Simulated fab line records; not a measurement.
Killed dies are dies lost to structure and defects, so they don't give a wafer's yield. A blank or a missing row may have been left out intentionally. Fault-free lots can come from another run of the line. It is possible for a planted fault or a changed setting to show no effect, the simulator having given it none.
fab line records -- flow sky130
record: lots: 6, wafers: 18, last_day: 50
route steps=708 shown LI_CONTACT@370 PAD_OPEN@708
lots with no fault: from the same line, run without faults
start_h: hours from the record's first day to the start of the lot's first wafer shown -- wait_h: time in hours since the lot's previous step -- " same as the row above -- L1.1+2: a row that stands for several wafers -- - either no value or no given start -- * or withheld: withheld -- < > ~ a bound
route shown NAME@n: names a module that has steps shown in the file, with the first one's number in the route -- usual: average and standard deviation across the fault-free wafers -- same: alike in all rows -- chamber/n: place in a boat -- sites: each site's reading -- _std_site: standard deviation across them -- _edge_site: the outer-site mean with the inner-site mean subtracted -- radius_mm: for every site, how far away it sits from the centre of the wafer -- mask NAME#n: copy n -- behind: tool/chamber where the wafer was last shaped -- hold: cause of the lot's hold/its duration in hours/its outcome -- device: names the non-switching transistor (n, p or np) -- end of line: at the end of the route, the tests of the same wafers -- where a step has no rows: the recipe by itself -- killed: the dies lost at the first sort to structure and to defects; this is not the yield of the wafer -- map: the dies of a wafer, with x for killed, . for not killed, _ for no die there
set.NAME: the setting that was run; set.NAME@STEP: the one run at that earlier step -- model.NAME: the simulator's own value behind a step, which no gauge read
certain route steps with their lots: each step a table, each wafer a row
services: the hour from which a tool's chamber was out of use, counted from the record's first day as start_h (under 0 if before that day), plus the number of hours and why
== steps ==
step: SKY_LI_CONTACT_SOFTBAKE_08
recipe: temp_c: 100, time_s: 90, resist: KrF-thick
step: SKY_LI_CONTACT_EXPOSE_09
recipe: mask_id: LICM1, na: 0.8, source_shape: annular, sigma_inner: 0.55, sigma_outer: 0.85, target_cd_nm: 170, dose_mj: 38
step: SKY_LI_CONTACT_PEB_10
recipe: peb_temp_c: withheld, peb_time_s: withheld, resist: KrF-thick
step: SKY_LI_CONTACT_DEVELOP_11
recipe: develop_time_s: 60, resist: KrF-thick, dev_temp_c: 21
step: SKY_LI_CONTACT_CD_MEAS_12
recipe: target_cd_nm: 170
usual: cd_nm: 169.9/1.5
lot.wafer,tool,chamber,start_h,wait_h,cd_nm
L210.1,cd_sem-02,-,690.35,-,170.4
L210.2,cd_sem-02,-,690.35,-,169.5
L210.3,cd_sem-02,-,690.35,-,169.7
L213.1,cd_sem-01,-,720.39,-,170.1
L213.3,cd_sem-01,-,720.39,-,170.0
L213.4,cd_sem-01,-,720.39,-,169.9
L225.1,cd_sem-02,-,819.37,-,173.3
L225.3,cd_sem-02,-,819.37,-,170.1
L225.5,cd_sem-02,-,819.37,-,171.2
L227.1,cd_sem-01,-,825.32,-,169.5
L227.3,cd_sem-01,-,825.32,-,168.6
L227.6,cd_sem-01,-,825.32,-,170.3
L229.2,cd_sem-01,-,836.54,-,169.7
L229.3,cd_sem-01,-,836.54,-,170.2
L229.6,cd_sem-01,-,836.54,-,170.1
L230.3,cd_sem-02,-,843.06,-,169.0
L230.5,cd_sem-02,-,843.06,-,169.6
L230.6,cd_sem-02,-,843.06,-,168.0
step: SKY_LI_CONTACT_OVL_MEAS_13
usual: LI_CONTACT_OVL: 3/5.7
lot.wafer,tool,chamber,start_h,wait_h,LI_CONTACT_OVL[nm]
L210.1,overlay-01,-,690.47,0.1,-3
L210.2,overlay-01,-,690.47,0.1,-3
L210.3,overlay-01,-,690.47,0.1,0
L213.1,overlay-01,-,720.51,0.1,12
L213.3,overlay-01,-,720.51,0.1,14
L213.4,overlay-01,-,720.51,0.1,9
L225.1,overlay-02,-,819.49,0.1,0
L225.3,overlay-02,-,819.49,0.1,-2
L225.5,overlay-02,-,819.49,0.1,5
L227.1,overlay-01,-,825.44,0.1,8
L227.3,overlay-01,-,825.44,0.1,10
L227.6,overlay-01,-,825.44,0.1,9
L229.2,overlay-02,-,836.64,0.1,-4
L229.3,overlay-02,-,836.64,0.1,-1
L229.6,overlay-02,-,836.64,0.1,4
L230.3,overlay-01,-,843.15,0.1,-2
L230.5,overlay-01,-,843.15,0.1,-1
L230.6,overlay-01,-,843.15,0.1,-1
step: SKY_LI_CONTACT_ETCH_14
recipe: chemistry: N2/H2, target: BARC, ion_energy_ev: 200, source_w: 500, bias_w: 100, pressure_mtorr: 30, n2_flow_sccm: 100, h2_flow_sccm: 200, stop_on: SiO2, time_s: 45.9, target_depth_a: 600
usual: drypump_motor_current_A: 5.7/0.49, oes_product_au: 0.855/0.0048, throttle_valve_pct: 13.225/0.0093
lot.wafer,tool,chamber,start_h,wait_h,drypump_motor_current_A,oes_product_au,rf_hours_counter_h,throttle_valve_pct
L210.1,rie_diel-04,2,690.50,0.0,5.6,0.857,9,13.216
L210.2,rie_diel-04,0,690.50,0.0,4.9,0.846,1,13.222
L210.3,rie_diel-04,3,690.50,0.0,5.4,0.850,5,13.217
L213.1,rie_diel-02,3,720.55,0.0,6.5,0.850,33,13.222
L213.3,rie_diel-02,0,720.55,0.0,5.6,0.861,1,13.224
L213.4,rie_diel-02,2,720.55,0.0,5.9,0.846,15,13.221
L225.1,rie_diel-02,3,819.52,0.0,6.4,0.857,36,13.206
L225.3,rie_diel-02,0,819.52,0.0,5.7,0.856,4,13.229
L225.5,rie_diel-02,3,819.52,0.0,6.4,0.856,-,13.231
L227.1,rie_diel-04,2,825.47,0.0,5.5,0.863,11,13.222
L227.3,rie_diel-04,3,825.47,0.0,5.4,0.858,7,13.223
L227.6,rie_diel-04,1,825.47,0.0,6.2,0.861,-,13.239
L229.2,rie_diel-02,0,836.67,0.0,5.6,0.851,5,13.237
L229.3,rie_diel-02,2,836.67,0.0,5.9,0.861,20,13.239
L229.6,rie_diel-02,0,836.67,0.0,5.6,0.848,-,13.218
L230.3,rie_diel-01,0,843.17,0.0,5.0,0.849,17,13.227
L230.5,rie_diel-01,0,843.17,0.0,5.0,0.852,-,13.223
L230.6,rie_diel-01,1,843.17,0.0,6.1,0.858,-,13.234
step: SKY_LI_CONTACT_ETCH_15
recipe: target: PSG, chemistry: C4F8/O2/Ar, stop_on: Si, taper_deg: 4.15, mask_material: KrF-thick, source_w: 1500, bias_w: 1200, pressure_mtorr: 40, c4f8_flow_sccm: withheld, O2_flow_sccm: 6, Ar_flow_sccm: 300, time_s: withheld, target_depth_a: 6000
usual: oes_product_au: 0.837/0.0048
lot.wafer,tool,chamber,start_h,wait_h,oes_product_au
L210.1,rie_diel-04,2,690.55,0.0,0.843
L210.2,rie_diel-04,0,690.55,0.0,0.843
L210.3,rie_diel-04,3,690.55,0.0,0.836
L213.1,rie_diel-02,3,720.59,0.0,0.837
L213.3,rie_diel-02,0,720.59,0.0,0.840
L213.4,rie_diel-02,2,720.59,0.0,0.833
L225.1,rie_diel-02,3,819.56,0.0,0.844
L225.3,rie_diel-02,0,819.56,0.0,0.827
L225.5,rie_diel-02,3,819.56,0.0,0.841
L227.1,rie_diel-04,2,825.51,0.0,0.833
L227.3,rie_diel-04,3,825.51,0.0,0.840
L227.6,rie_diel-04,1,825.51,0.0,0.836
L229.2,rie_diel-02,0,836.71,0.0,0.825
L229.3,rie_diel-02,2,836.71,0.0,0.833
L229.6,rie_diel-02,0,836.71,0.0,0.842
L230.3,rie_diel-01,0,843.21,0.0,0.840
L230.5,rie_diel-01,0,843.21,0.0,0.838
L230.6,rie_diel-01,1,843.21,0.0,0.835
step: SKY_LI_CONTACT_STRIP_16
recipe: chemistry: O2/N2, power_w: 1400, pressure_mtorr: 1500, platen_temp_c: withheld, o2_flow_sccm: 3000, n2_flow_sccm: 300, overash_fraction: 0.5
usual: drypump_motor_current_A: 5.8/0.32, oes_product_au: 0.376/0.0048, strip_time_to_endpoint_s: 3.50/0.034
lot.wafer,tool,chamber,start_h,wait_h,drypump_motor_current_A,oes_product_au,rf_hours_counter_h,strip_time_to_endpoint_s
L210.1,plasma_asher-02,0,690.63,-,5.7,0.386,54,3.51
L210.2,plasma_asher-02,1,690.63,-,6.2,0.379,54,3.50
L210.3,plasma_asher-02,1,690.63,-,6.2,0.371,-,3.49
L213.1,plasma_asher-02,0,720.68,-,5.7,0.374,57,3.49
L213.3,plasma_asher-02,1,720.68,-,6.3,0.372,-,3.47
L213.4,plasma_asher-02,0,720.68,-,5.7,0.372,-,3.47
L225.1,plasma_asher-03,1,819.65,-,6.1,0.371,7,3.45
L225.3,plasma_asher-03,1,819.65,-,6.1,0.373,-,3.46
L225.5,plasma_asher-03,0,819.65,-,5.9,0.376,-,3.45
L227.1,plasma_asher-04,1,825.60,-,5.7,0.377,100,3.56
L227.3,plasma_asher-04,1,825.60,-,5.7,0.373,-,3.49
L227.6,plasma_asher-04,1,825.60,-,5.7,0.380,-,3.54
L229.2,plasma_asher-04,0,836.80,-,5.3,0.384,101,3.48
L229.3,plasma_asher-04,1,836.80,-,5.7,0.382,-,3.50
L229.6,plasma_asher-04,0,836.80,-,5.3,0.373,-,3.50
L230.3,plasma_asher-02,0,843.33,-,5.7,0.372,-,3.51
L230.5,plasma_asher-02,0,843.33,-,5.7,0.378,-,3.49
L230.6,plasma_asher-02,1,843.33,-,6.2,0.385,-,3.54
step: SKY_LI_CONTACT_CLEAN_17
recipe: chemistry: NMP, time_s: 600, temp_c: 60, dry: n2_spin
step: SKY_LI_CONTACT_PRE_CLEAN_18
recipe: gas: Ar, time_s: 5.6, bias_v: 358
step: SKY_LI_CONTACT_SPUTTER_19
recipe: material: Ti, target_thk_nm: 20, chamber_pressure_pa: 5, power_w: 2500, substrate_temp_c: 200, time_s: 106.37
usual: throttle_valve_pct: 29.9/1.2
lot.wafer,tool,chamber,start_h,wait_h,throttle_valve_pct
L210.1,pvd_sputter-02,-,690.93,0.0,30.4
L210.2,pvd_sputter-02,-,690.93,0.0,29.8
L210.3,pvd_sputter-02,-,690.93,0.0,27.4
L213.1,pvd_sputter-01,-,721.15,0.0,29.5
L213.3,pvd_sputter-01,-,721.15,0.0,27.5
L213.4,pvd_sputter-01,-,721.15,0.0,29.5
L225.1,pvd_sputter-02,-,819.94,0.0,27.6
L225.3,pvd_sputter-02,-,819.94,0.0,30.5
L225.5,pvd_sputter-02,-,819.94,0.0,27.8
L227.1,pvd_sputter-02,-,825.89,0.0,29.9
L227.3,pvd_sputter-02,-,825.89,0.0,27.7
L227.6,pvd_sputter-02,-,825.89,0.0,32.2
L229.2,pvd_sputter-03,-,837.09,0.0,29.5
L229.3,pvd_sputter-03,-,837.09,0.0,30.8
L229.6,pvd_sputter-03,-,837.09,0.0,29.5
L230.3,pvd_sputter-03,-,843.59,0.0,30.6
L230.5,pvd_sputter-03,-,843.59,0.0,30.8
L230.6,pvd_sputter-03,-,843.59,0.0,29.0
step: SKY_LI_CONTACT_SPUTTER_20
recipe: material: TiN, target_thk_nm: 20, chamber_pressure_pa: 5, power_w: 4000, time_s: 80
usual: throttle_valve_pct: 29.9/1.1
lot.wafer,tool,chamber,start_h,wait_h,throttle_valve_pct,model.TiN_of_LI_CONTACT_SPUTTER_20.thk_nm
L210.1,pvd_sputter-02,-,691.00,0.0,30.4,19.71
L210.2,pvd_sputter-02,-,691.00,0.0,30.1,20
L210.3,pvd_sputter-02,-,691.00,0.0,27.4,20.16
L213.1,pvd_sputter-01,-,721.22,0.0,29.2,20.57
L213.3,pvd_sputter-01,-,721.22,0.0,27.7,20.09
L213.4,pvd_sputter-01,-,721.22,0.0,29.3,20.3
L225.1,pvd_sputter-02,-,820.02,0.0,27.5,29.18
L225.3,pvd_sputter-02,-,820.02,0.0,30.5,29
L225.5,pvd_sputter-02,-,820.02,0.0,27.8,29.12
L227.1,pvd_sputter-02,-,825.97,0.0,30.1,28.78
L227.3,pvd_sputter-02,-,825.97,0.0,27.5,29.16
L227.6,pvd_sputter-02,-,825.97,0.0,31.8,28.84
L229.2,pvd_sputter-03,-,837.17,0.0,29.3,19.74
L229.3,pvd_sputter-03,-,837.17,0.0,30.7,19.58
L229.6,pvd_sputter-03,-,837.17,0.0,29.7,19.79
L230.3,pvd_sputter-03,-,843.67,0.0,30.8,20.01
L230.5,pvd_sputter-03,-,843.67,0.0,30.4,19.82
L230.6,pvd_sputter-03,-,843.67,0.0,29.2,19.97
step: SKY_LI_CONTACT_CVD_21
recipe: material: W, target_thk_nm: 400, time_s: 120.56, temp_c: 396.7, pressure_torr: 40
usual: heater_power_w: 839/110
lot.wafer,tool,chamber,start_h,wait_h,heater_power_w
L210.1,cvd_w-02,0,691.06,0.0,733
L210.2,cvd_w-02,1,691.06,0.0,1000
L210.3,cvd_w-02,1,691.06,0.0,1022
L213.1,cvd_w-02,0,721.29,0.0,730
L213.3,cvd_w-02,0,721.29,0.0,741
L213.4,cvd_w-02,0,721.29,0.0,734
L225.1,cvd_w-02,0,820.08,0.0,740
L225.3,cvd_w-02,0,820.08,0.0,729
L225.5,cvd_w-02,0,820.08,0.0,735
L227.1,cvd_w-01,0,826.03,0.0,804
L227.3,cvd_w-01,0,826.03,0.0,796
L227.6,cvd_w-01,1,826.03,0.0,816
L229.2,cvd_w-01,0,837.23,0.0,802
L229.3,cvd_w-01,1,837.23,0.0,803
L229.6,cvd_w-01,0,837.23,0.0,801
L230.3,cvd_w-02,1,843.77,0.1,1039
L230.5,cvd_w-02,0,843.77,0.1,733
L230.6,cvd_w-02,1,843.77,0.1,1027
step: SKY_PAD_OPEN_PROBE_99
usual: killed_at_M0_to_M3: 42/6.3, killed_at_M4_up: 2.8/1.9, killed_at_contacts: 23/5.3, killed_at_front_end: 16/4.3, killed_at_other: 0.2/0.51, killed_dies: 84/9.3, killed_open: 46/7.6, killed_short: 38/6.3
same: gross_dies: 492, killed_at_back_side: 0
lot.wafer,tool,chamber,start_h,wait_h,killed_at_M0_to_M3,killed_at_M4_up,killed_at_contacts,killed_at_front_end,killed_at_other,killed_dies,killed_open,killed_short
L210.1,prober-01,-,1088.82,0.1,37,2,29,18,0,86,50,36
L210.2,prober-01,-,1088.87,0.1,38,5,17,23,0,83,52,31
L210.3,prober-01,-,1088.92,0.2,52,7,17,15,1,92,51,41
L213.1,prober-02,-,1118.73,0.1,34,6,27,14,1,82,46,36
L213.3,prober-02,-,1118.83,0.2,39,4,33,14,0,90,56,34
L213.4,prober-02,-,1118.88,0.2,51,0,14,20,0,85,45,40
L225.1,prober-02,-,1177.95,0.1,41,4,30,18,0,93,50,43
L225.3,prober-02,-,1178.05,0.2,43,2,25,16,1,87,43,44
L225.5,prober-02,-,1178.15,0.2,31,3,23,9,0,66,28,38
L227.1,prober-01,-,1183.99,0.1,35,0,27,20,1,83,40,43
L227.3,prober-01,-,1184.09,0.2,38,5,25,17,0,85,49,36
L227.6,prober-01,-,1184.24,0.2,45,1,25,19,0,90,55,35
L229.2,prober-02,-,1192.72,0.1,39,6,20,21,0,86,47,39
L229.3,prober-02,-,1192.77,0.2,40,1,15,18,1,75,42,33
L229.6,prober-02,-,1192.92,0.2,41,2,14,18,0,75,29,46
L230.3,prober-01,-,1196.59,0.2,51,2,17,23,0,93,52,41
L230.5,prober-01,-,1196.69,0.2,36,0,35,28,0,99,55,44
L230.6,prober-01,-,1196.74,0.2,55,2,25,22,0,104,58,46
killed by level:class
L210.1 CONTACT:geometric_particle:open=10 METAL2:geometric_particle:short=9 LI_CONTACT:geometric_particle:open=8 VIA1:geometric_particle:open=7 FIELD_ISO:geometric_particle:short=6 CONTACT:geometric_particle:short=6 FIELD_ISO:geometric_particle:open=4 POLY_GATE:geometric_particle:open=4
L210.2 CONTACT:geometric_particle:open=8 FIELD_ISO:geometric_particle:open=7 METAL1:geometric_particle:short=7 VIA3:geometric_particle:open=6 VIA1:geometric_particle:open=6 POLY_GATE:geometric_particle:open=5 VIA1:geometric_particle:short=5 LI_CONTACT:geometric_particle:open=4
L210.3 VIA1:geometric_particle:open=14 CONTACT:geometric_particle:open=9 METAL2:geometric_particle:short=7 VIA3:geometric_particle:open=7 METAL4:geometric_particle:short=7 VIA2:geometric_particle:open=6 VIA3:geometric_particle:short=5 FIELD_ISO:geometric_particle:open=4
L213.1 CONTACT:geometric_particle:open=14 VIA1:geometric_particle:open=9 VIA1:geometric_particle:short=7 METAL1:geometric_particle:short=5 FIELD_ISO:geometric_particle:open=4 LI_CONTACT:geometric_particle:open=4 VIA3:geometric_particle:open=4 POLY_GATE:geometric_particle:open=3
L213.3 CONTACT:geometric_particle:open=19 VIA1:geometric_particle:open=10 VIA2:geometric_particle:open=6 METAL1:geometric_particle:open=4 VIA3:geometric_particle:open=4 CONTACT:geometric_particle:short=4 LOCAL_INTERCONNECT:geometric_particle:short=4 VIA1:geometric_particle:short=4
L213.4 VIA1:geometric_particle:open=11 VIA1:geometric_particle:short=9 FIELD_ISO:geometric_particle:short=6 VIA2:geometric_particle:open=6 VIA3:geometric_particle:open=5 POLY_GATE:geometric_particle:short=4 LI_CONTACT:geometric_particle:open=4 METAL1:geometric_particle:short=4
L225.1 CONTACT:geometric_particle:open=14 FIELD_ISO:geometric_particle:short=9 VIA2:geometric_particle:open=8 METAL1:geometric_particle:short=8 VIA1:geometric_particle:open=7 LI_CONTACT:geometric_particle:open=5 VIA2:geometric_particle:short=5 LOCAL_INTERCONNECT:geometric_particle:short=4
L225.3 VIA2:geometric_particle:open=8 LI_CONTACT:geometric_particle:open=7 CONTACT:geometric_particle:open=7 METAL2:geometric_particle:short=7 CONTACT:geometric_particle:short=6 FIELD_ISO:geometric_particle:open=5 METAL1:geometric_particle:short=5 VIA3:geometric_particle:open=5
L225.5 VIA1:geometric_particle:open=8 CONTACT:geometric_particle:short=7 CONTACT:geometric_particle:open=5 LI_CONTACT:geometric_particle:short=4 METAL1:geometric_particle:short=4 VIA2:geometric_particle:open=4 VIA3:geometric_particle:short=3 LI_CONTACT:geometric_particle:open=3
L227.1 LI_CONTACT:geometric_particle:open=10 CONTACT:geometric_particle:short=7 VIA3:geometric_particle:open=7 VIA1:geometric_particle:open=6 FIELD_ISO:geometric_particle:short=5 CONTACT:geometric_particle:open=5 POLY_GATE:geometric_particle:short=4 VIA1:geometric_particle:short=4
L227.3 CONTACT:geometric_particle:open=15 VIA3:geometric_particle:open=8 VIA2:geometric_particle:open=8 METAL1:geometric_particle:short=6 VIA2:geometric_particle:short=6 FIELD_ISO:geometric_particle:short=5 FIELD_ISO:geometric_particle:open=4 POLY_GATE:geometric_particle:short=4
L227.6 VIA1:geometric_particle:open=11 VIA3:geometric_particle:open=9 LI_CONTACT:geometric_particle:open=7 LOCAL_INTERCONNECT:geometric_particle:short=7 VIA1:geometric_particle:short=5 CONTACT:geometric_particle:open=5 VIA2:geometric_particle:open=5 FIELD_ISO:geometric_particle:open=4
L229.2 VIA1:geometric_particle:open=10 METAL1:geometric_particle:short=7 LI_CONTACT:geometric_particle:open=6 CONTACT:geometric_particle:open=6 VIA2:geometric_particle:open=6 FIELD_ISO:geometric_particle:short=5 POLY_GATE:geometric_particle:open=5 VIA3:geometric_particle:open=5
L229.3 VIA1:geometric_particle:open=9 VIA3:geometric_particle:open=8 FIELD_ISO:geometric_particle:short=6 VIA1:geometric_particle:short=6 FIELD_ISO:geometric_particle:open=5 CONTACT:geometric_particle:open=4 CONTACT:geometric_particle:short=3 POLY_GATE:geometric_particle:open=3
L229.6 METAL2:geometric_particle:short=9 VIA1:geometric_particle:open=8 FIELD_ISO:geometric_particle:short=6 POLY_GATE:geometric_particle:short=6 CONTACT:geometric_particle:open=6 LI_CONTACT:geometric_particle:short=4 VIA1:geometric_particle:short=4 METAL1:geometric_particle:short=4
L230.3 VIA1:geometric_particle:open=15 CONTACT:geometric_particle:open=9 VIA2:geometric_particle:open=8 FIELD_ISO:geometric_particle:short=6 FIELD_ISO:geometric_particle:open=6 METAL1:geometric_particle:short=6 VIA1:geometric_particle:short=6 VIA3:geometric_particle:open=6
L230.5 CONTACT:geometric_particle:open=23 FIELD_ISO:geometric_particle:short=12 VIA1:geometric_particle:open=7 METAL1:geometric_particle:short=6 VIA1:geometric_particle:short=6 POLY_GATE:geometric_particle:open=5 LI_CONTACT:geometric_particle:open=5 POLY_GATE:geometric_particle:short=4
L230.6 VIA1:geometric_particle:open=14 POLY_GATE:geometric_particle:open=8 CONTACT:geometric_particle:open=8 VIA1:geometric_particle:short=8 LI_CONTACT:geometric_particle:open=7 CONTACT:geometric_particle:short=7 VIA2:geometric_particle:open=7 METAL1:geometric_particle:short=5
== services ==
tool,chamber,start_h,hours,kind
rie_diel-01,0,672.63,13.6,repair
rie_diel-04,1,676.55,17.4,repair
pvd_sputter-02,-,678.11,7.0,repair
cvd_w-01,1,690.41,16.9,repair
cvd_w-02,0,692.02,4.2,repair
pvd_sputter-03,-,692.52,4.3,repair
rie_diel-02,1,696.65,7.3,repair
rie_diel-04,0,701.90,3.7,repair
pvd_sputter-01,-,702.30,3.5,repair
rie_diel-01,-,712.34,0.4,repair
rie_diel-02,3,713.90,2.2,repair
cvd_w-02,1,718.62,5.3,repair
cvd_w-02,0,723.53,4.3,repair
pvd_sputter-01,-,726.56,2.3,repair
rie_diel-02,3,730.84,21.7,repair
pvd_sputter-01,-,731.12,1.8,repair
rie_diel-04,1,734.56,3.8,repair
cvd_w-02,-,735.66,0.3,repair
cvd_w-01,-,750.45,2.8,pm
rie_diel-02,1,753.66,39.3,repair
rie_diel-04,-,763.49,2.8,pm
pvd_sputter-03,-,764.84,11.0,repair
rie_diel-04,2,771.16,26.9,repair
rie_diel-04,3,795.76,5.6,repair
== key ==
first_sign none at tools or gauges
model_effect: step: SKY_LI_CONTACT_SPUTTER_20, value: TiN_of_LI_CONTACT_SPUTTER_20.thk_nm, without: 20.22, struck: 29.01
met_at SKY_LI_CONTACT_SPUTTER_20
struck_wafers L225.1,L225.3,L225.5,L227.1,L227.3,L227.6
tester_left_out L225,L227
onset_between 691.00 820.02
also_fits SKY_LI_CONTACT_SPUTTER_19:pvd_sputter-02
fault: kind: process_parameter_drift, tool: pvd_sputter-02, chamber: -, onset_h: 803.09, steps: SKY_LI_CONTACT_SPUTTER_20, channel: target_thk_nm, offset: 8.7922, shape: step, end_h: 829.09, acts_in: these_recipes_only, stated: 20
tester_left_out: of these lots the tester's yield and bins aren't shown, on N5 and GAA mostly nor the transistor test; their killed dies are dies lost to structure and defects alone, not to doping, threshold or leakage, so they don't give the yield
